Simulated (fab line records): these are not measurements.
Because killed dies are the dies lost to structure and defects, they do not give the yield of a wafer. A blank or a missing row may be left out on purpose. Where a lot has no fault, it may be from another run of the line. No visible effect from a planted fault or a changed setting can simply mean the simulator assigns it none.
fab line records | flow sky130
record: lots: 12 wafers: 36 lastDay: 50
route steps=708 shown NWELL@67 VT_ADJUST_LVTN@107 VT_ADJUST_NCORE@129 POLY_GATE@232 PAD_OPEN@708
lots that met no fault: from a run of the same line without faults
startH: hours from the record's first day to the start of the lot's first wafer shown | waitH: time in hours since the lot's previous step | " the same as in the row above | L1.1+2: one row covering several wafers at once | - either no value or no given start | * or withheld: withheld | < > ~ a bound
route shown NAME@n: a module of which the file shows steps, and the number in the route of the first | usual: average and standard deviation across the fault-free wafers | same: alike in all rows | chamber/n: place in a boat | sites: per-site readings | _std_site: standard deviation of those values | _edge_site: the outer-site mean with the inner-site mean subtracted | radiusMm: how far each site lies from the wafer's centre | mask NAME#n: copy n | behind: the tool/chamber that last shaped the wafer | hold: why the lot was held/for how many hours/how that ended | device: whichever transistor did not switch (one of n, p or np) | end of line: at the end of the route, the tests of the same wafers | where a step has no rows: the recipe by itself | killed: count of dies lost to structure and defects at first sort (not the wafer's yield) | map: shows each die of a wafer: x if killed, . if not, _ if none is there
set.NAME: the setting that was run; set.NAME@STEP: the one run at that earlier step | model.NAME: the simulator's own value behind a step, which no gauge read
steps of the route over a sample of lots; a table a step, a row a wafer
services: a tool's chamber out of use, with start hour (startH, from the record's first day; less than 0 if before it), hours out, and reason
== steps ==
step: SKY_NWELL_STRIP_14
recipe: chemistry: O2/N2 powerW: 1400 pressureMtorr: 1500 platenTempC: withheld o2FlowSccm: 3000 n2FlowSccm: 300 overashFraction: 0.5
usual: chamberPressureMTorr: 1500.0/1.3 drypumpMotorCurrentA: 5.70/0.28 oesProductAu: 0.722/0.0048 stripTimeToEndpointS: 36.92/0.1
columns lot.wafer tool chamber startH waitH chamberPressureMTorr drypumpMotorCurrentA oesProductAu rfHoursCounterH stripTimeToEndpointS
L564.2 plasmaAsher-04 0 85.93 0.1 1499.9 5.69 0.721 39 37.02
L564.5 " 1 " " 1500.7 5.26 0.732 - 36.93
L564.6 " 0 " " 1501.1 5.70 0.720 - 36.87
L567.2 plasmaAsher-03 0 105.88 0.1 1499.9 6.00 0.717 28 36.84
L567.3 " 1 " " 1501.3 5.92 0.718 - 37.01
L567.6 " 0 " " 1499.5 5.96 0.729 - 36.88
L568.2 plasmaAsher-04 0 109.68 0.1 1500.5 5.76 0.726 42 36.78
L568.3 " 1 " " 1497.8 5.28 0.717 - 36.67
L568.5 " 1 " " 1501.8 5.24 0.718 - 36.73
L570.2 plasmaAsher-04 1 120.85 0.1 1499.0 5.25 0.718 43 36.91
L570.4 " 0 " " 1498.4 5.68 0.720 - 36.94
L570.6 " 0 " " 1501.8 5.67 0.729 - 36.96
L572.1 plasmaAsher-04 0 130.28 0.1 1501.2 5.79 0.722 44 37.06
L572.3 " 1 " " 1801.3 5.26 0.738 - 35.69
L572.4 " 0 " " 1500.1 5.77 0.724 - 37.09
L574.2 plasmaAsher-04 0 144.20 0.1 1498.8 5.72 0.719 45 36.82
L574.4 " 1 " " 1798.2 5.22 0.742 - 35.48
L574.6 " 0 " " 1498.8 5.72 0.730 - 36.78
L578.1 plasmaAsher-01 0 169.05 0.1 1500.9 5.55 0.721 52 36.96
L578.2 " 1 " " 1497.4 6.01 0.722 52 36.99
L578.5 " 0 " " 1498.8 5.56 0.719 - 36.98
L579.2 plasmaAsher-01 0 172.05 0.1 1497.8 5.56 0.724 52 36.99
L579.4 " 0 " " 1498.9 5.55 0.723 - 37.09
L579.6 " 0 " " 1500.6 5.55 0.722 - 36.98
L581.1 plasmaAsher-03 1 186.10 0.1 1498.8 5.91 0.716 35 36.89
L581.3 " 0 " " 1499.5 5.97 0.713 - 37.00
L581.6 " 0 " " 1500.5 5.98 0.726 - 37.00
L584.1 plasmaAsher-04 0 204.70 0.1 1498.0 5.72 0.714 51 36.64
L584.5 " 1 " " 1501.0 5.27 0.721 - 36.71
L584.6 " 0 " " 1500.4 5.73 0.719 - 36.69
L586.2 plasmaAsher-04 1 215.80 0.1 1499.9 5.25 0.727 52 36.93
L586.4 " 0 " " 1500.8 5.75 0.721 - 37.03
L586.5 " 0 " " 1499.2 5.75 0.723 - 37.01
L587.1 plasmaAsher-03 1 223.55 0.1 1500.4 5.92 0.721 39 36.91
L587.5 " 1 " " 1500.7 5.89 0.722 - 36.89
L587.6 " 0 " " 1500.3 5.95 0.718 - 37.02
step: SKY_VT_ADJUST_LVTN_TW_MEAS_10
usual: VT_ADJUST_LVTN_TW: 240.9/1
columns lot.wafer tool chamber startH waitH VT_ADJUST_LVTN_TW
L564.2 filmMetro-02 - 141.06 0.1 242.6
L564.5 " - " " 242.6
L564.6 " - " " 243.4
L567.2 filmMetro-04 - 164.36 0.1 241.9
L567.3 " - " " 240.8
L567.6 " - " " 242.7
L568.2 filmMetro-04 - 168.32 0.1 240.3
L568.3 " - " " 240.9
L568.5 " - " " 240.5
L570.2 filmMetro-04 - 181.26 0.1 242.1
L570.4 " - " " 240.9
L570.6 " - " " 242.6
L572.1 filmMetro-02 - 191.55 0.1 243.5
L572.3 " - " " 241.6
L572.4 " - " " 242.6
L574.2 filmMetro-01 - 207.82 0.1 240.6
L574.4 " - " " 241.8
L574.6 " - " " 240.3
L578.1 filmMetro-04 - 236.05 0.1 241.0
L578.2 " - " " 240.1
L578.5 " - " " 240.0
L579.2 filmMetro-02 - 238.82 0.1 240.0
L579.4 " - " " 238.1
L579.6 " - " " 240.5
L581.1 filmMetro-01 - 254.21 0.1 241.2
L581.3 " - " " 240.6
L581.6 " - " " 240.7
L584.1 filmMetro-01 - 276.71 0.1 240.8
L584.5 " - " " 239.6
L584.6 " - " " 240.9
L586.2 filmMetro-01 - 289.16 0.1 240.7
L586.4 " - " " 240.1
L586.5 " - " " 241.3
L587.1 filmMetro-04 - 296.33 0.2 241.8
L587.5 " - " " 241.6
L587.6 " - " " 241.9
step: SKY_VT_ADJUST_NCORE_STRIP_10
recipe: chemistry: O2/N2 powerW: 1400 pressureMtorr: 1500 platenTempC: withheld o2FlowSccm: 3000 n2FlowSccm: 300 overashFraction: 0.5
usual: chamberPressureMTorr: 1500.0/1.4 drypumpMotorCurrentA: 5.62/0.24 oesProductAu: 0.715/0.0048 stripTimeToEndpointS: 14.22/0.032
columns lot.wafer tool chamber startH waitH chamberPressureMTorr drypumpMotorCurrentA oesProductAu rfHoursCounterH stripTimeToEndpointS
L564.2 plasmaAsher-02 1 181.15 0.1 1501.3 5.58 0.713 6 14.23
L564.5 " 0 " " 1502.7 5.41 0.721 - 14.28
L564.6 " 1 " " 1500.2 5.57 0.714 - 14.26
L567.2 plasmaAsher-03 0 205.78 0.1 1498.8 5.96 0.715 37 14.26
L567.3 " 1 " " 1500.7 5.89 0.718 - 14.23
L567.6 " 1 " " 1499.7 5.91 0.715 - 14.26
L568.2 plasmaAsher-02 1 211.00 0.1 1497.4 5.58 0.708 9 14.22
L568.3 " 1 " " 1500.6 5.58 0.721 - 14.25
L568.5 " 1 " " 1499.7 5.57 0.710 - 14.23
L570.2 plasmaAsher-04 1 224.92 0.1 1499.6 5.28 0.719 53 14.23
L570.4 " 1 " " 1500.2 5.27 0.722 - 14.20
L570.6 " 1 " " 1500.6 5.27 0.716 - 14.20
L572.1 plasmaAsher-02 0 235.77 0.1 1501.2 5.40 0.714 12 14.19
L572.3 " 0 " " 1498.9 5.41 0.721 - 14.18
L572.4 " 1 " " 1502.7 5.59 0.719 - 14.19
L574.2 plasmaAsher-02 0 253.53 0.1 1500.5 5.43 0.712 14 14.19
L574.4 " 0 " " 1499.8 5.44 0.719 - 14.23
L574.6 " 0 " " 1496.3 5.43 0.708 - 14.23
L578.1 plasmaAsher-02 1 283.62 0.1 1500.5 5.56 0.712 16 14.22
L578.2 " 0 " " 1498.7 5.42 0.714 16 14.18
L578.5 " 0 " " 1499.7 5.43 0.727 - 14.24
L579.2 plasmaAsher-03 0 286.83 0.1 1501.6 5.98 0.722 45 14.29
L579.4 " 0 " " 1499.1 5.96 0.716 - 14.25
L579.6 " 1 " " 1500.7 5.92 0.719 - 14.24
L581.1 plasmaAsher-03 0 302.62 0.1 1501.3 5.96 0.713 47 14.20
L581.3 " 1 " " 1500.2 5.90 0.716 - 14.21
L581.6 " 1 " " 1500.7 5.91 0.714 - 14.20
L584.1 plasmaAsher-04 1 326.48 0.1 1502.4 5.25 0.716 63 14.23
L584.5 " 1 " " 1499.3 5.25 0.713 - 14.21
L584.6 " 0 " " 1500.0 5.71 0.717 - 14.17
L586.2 plasmaAsher-02 1 339.53 0.1 1499.5 5.58 0.715 22 14.21
L586.4 " 1 " " 1500.6 5.56 0.718 - 14.18
L586.5 " 0 " " 1500.9 5.43 0.712 - 14.19
L587.1 plasmaAsher-04 0 347.38 0.1 1498.8 5.74 0.722 65 14.20
L587.5 " 0 " " 1500.5 5.75 0.712 - 14.19
L587.6 " 1 " " 1497.9 5.26 0.714 - 14.18
step: SKY_POLY_GATE_STRIP_18
recipe: chemistry: O2/N2 powerW: 1400 pressureMtorr: 1500 platenTempC: withheld o2FlowSccm: 3000 n2FlowSccm: 300 overashFraction: 0.5
usual: chamberPressureMTorr: 1500.1/1.4 drypumpMotorCurrentA: 5.56/0.21 oesProductAu: 0.361/0.0043 stripTimeToEndpointS: 3.17/0.038
columns lot.wafer tool chamber startH waitH chamberPressureMTorr drypumpMotorCurrentA oesProductAu rfHoursCounterH stripTimeToEndpointS
L564.2 plasmaAsher-02 0 373.17 0.0 1502.5 5.43 0.354 25 3.24
L564.5 " 0 " " 1499.4 5.43 0.366 - 3.19
L564.6 " 1 " " 1499.3 5.57 0.351 - 3.19
L567.2 plasmaAsher-02 0 404.72 0.0 1500.3 5.44 0.360 28 3.13
L567.3 " 0 " " 1500.6 5.43 0.362 - 3.18
L567.6 " 1 " " 1501.9 5.57 0.363 - 3.11
L568.2 plasmaAsher-01 1 405.07 0.0 1499.2 6.00 0.358 75 3.18
L568.3 " 1 " " 1500.1 6.01 0.365 - 3.20
L568.5 " 1 " " 1500.4 6.03 0.363 - 3.22
L570.2 plasmaAsher-04 1 426.82 0.0 1499.8 5.27 0.357 72 3.11
L570.4 " 0 " " 1499.7 5.72 0.368 - 3.15
L570.6 " 0 " " 1500.0 5.77 0.356 - 3.12
L572.1 plasmaAsher-02 1 438.30 0.0 1500.9 5.57 0.360 32 3.13
L572.3 " 1 " " 1499.9 5.57 0.363 - 3.20
L572.4 " 0 " " 1500.8 5.42 0.360 - 3.12
L574.2 plasmaAsher-02 1 456.97 0.0 1499.2 5.55 0.366 33 3.16
L574.4 " 1 " " 1502.0 5.56 0.365 - 3.08
L574.6 " 1 " " 1501.3 5.55 0.370 - 3.22
L578.1 plasmaAsher-02 1 493.57 0.0 1501.8 5.58 0.363 37 3.16
L578.2 " 0 " " 1501.7 5.41 0.361 37 3.21
L578.5 " 0 " " 1501.2 5.44 0.365 - 3.18
L579.2 plasmaAsher-04 1 499.20 0.0 1500.4 5.21 0.363 80 3.22
L579.4 " 1 " " 1501.0 5.25 0.362 - 3.20
L579.6 " 0 " " 1498.9 5.75 0.352 - 3.19
L581.1 plasmaAsher-02 1 517.05 0.0 1498.5 5.57 0.356 40 3.19
L581.3 " 1 " " 1499.5 5.57 0.366 - 3.22
L581.6 " 0 " " 1499.7 5.41 0.363 - 3.20
L584.1 plasmaAsher-04 1 547.45 0.0 1502.3 5.24 0.356 85 3.15
L584.5 " 0 " " 1497.0 5.75 0.362 - 3.16
L584.6 " 1 " " 1499.4 5.25 0.360 - 3.15
L586.2 plasmaAsher-01 1 562.27 0.0 1501.0 6.08 0.362 10 3.21
L586.4 " 0 " " 1495.5 5.56 0.365 - 3.20
L586.5 " 0 " " 1499.5 5.56 0.361 - 3.18
L587.1 plasmaAsher-02 1 568.95 0.0 1501.3 5.57 0.353 46 3.12
L587.5 " 0 " " 1499.7 5.44 0.358 - 3.13
L587.6 " 1 " " 1501.7 5.56 0.360 - 3.20
step: SKY_PAD_OPEN_PROBE_99
usual: killed_at_M0_to_M3: 44/6 killed_at_M4_up: 2.9/1.5 killedAtContacts: 24/4.9 killedAtFrontEnd: 16/4.3 killedAtOther: 0.3/0.54 killedDies: 87/8.7 killedOpen: 48/6.7 killedShort: 39/5.9
same: grossDies: 492 killedAtBackSide: 0
columns lot.wafer tool chamber startH waitH killed_at_M0_to_M3 killed_at_M4_up killedAtContacts killedAtFrontEnd killedAtOther killedDies killedOpen killedShort
L579.2 prober-01 - 1157.46 0.1 57 3 12 13 1 86 50 36
L579.4 prober-01 - 1157.56 0.2 48 1 15 8 0 72 37 34
L579.6 prober-01 - 1157.66 0.2 46 3 21 11 0 81 45 36
killed by level:class
L579.2 VIA3:geometricParticle:open=12 VIA1:geometricParticle:open=10 VIA2:geometricParticle:open=10 VIA1:geometricParticle:short=7 METAL2:geometricParticle:short=6 POLY_GATE:geometricParticle:open=5 CONTACT:geometricParticle:open=5 FIELD_ISO:geometricParticle:open=4
L579.4 VIA1:geometricParticle:open=13 METAL2:geometricParticle:short=8 METAL1:geometricParticle:short=6 LI_CONTACT:geometricParticle:open=5 VIA3:geometricParticle:open=5 VIA1:geometricParticle:short=4 CONTACT:geometricParticle:open=4 CONTACT:geometricParticle:short=4
L579.6 VIA1:geometricParticle:open=13 CONTACT:geometricParticle:open=7 VIA1:geometricParticle:short=7 LI_CONTACT:geometricParticle:open=6 VIA3:geometricParticle:open=6 VIA3:geometricParticle:short=5 CONTACT:geometricParticle:short=4 METAL2:geometricParticle:short=4
== services ==
columns tool chamber startH hours kind
plasmaAsher-02 - 108.75 9.0 pm
plasmaAsher-02 0 108.75 9.0 ventCycle
plasmaAsher-02 1 108.75 9.0 ventCycle
plasmaAsher-02 0 117.75 - clean
plasmaAsher-02 1 117.75 - clean
plasmaAsher-04 - 157.24 3.4 repair
plasmaAsher-02 - 163.06 2.0 repair
plasmaAsher-03 - 169.87 14.6 pm
plasmaAsher-04 - 289.76 1.3 repair
plasmaAsher-03 - 337.01 2.8 pm
plasmaAsher-02 - 345.39 1.0 repair
plasmaAsher-01 - 421.25 9.0 pm
plasmaAsher-01 0 421.25 9.0 ventCycle
plasmaAsher-01 1 421.25 9.0 ventCycle
plasmaAsher-01 0 430.25 - clean
plasmaAsher-01 1 430.25 - clean
plasmaAsher-01 - 488.52 6.4 repair
plasmaAsher-01 - 494.95 28.1 pm
== key ==
firstSign: step: SKY_NWELL_STRIP_14 reading: chamberPressureMTorr direction: up sigmas: 99+ usual: 1500.0 struck: 1799.8
effect: step: SKY_NWELL_STRIP_14 reading: stripTimeToEndpointS direction: down sigmas: 13 usual: * struck: *
metAt SKY_NWELL_STRIP_14
struckLots L572,L574
struckWafers L572.3,L574.4
testerLeftOut L572,L574
notActingAt SKY_VT_ADJUST_LVTN_TW_MEAS_10,SKY_VT_ADJUST_NCORE_STRIP_10,SKY_POLY_GATE_STRIP_18
onsetBetween 120.85 130.28
fault: kind: processParameterDrift tool: plasmaAsher-04 chamber: 1 onsetH: 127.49 steps: SKY_NWELL_STRIP_14 channel: pressureMtorr offset: 300 shape: step endH: 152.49 actsIn: theseRecipesOnly stated: 1500
testerLeftOut: of these lots the tester's yield and bins aren't shown, on N5 and GAA mostly nor the transistor test; their killed dies are dies lost to structure and defects alone, not to doping, threshold or leakage, so they don't give the yield
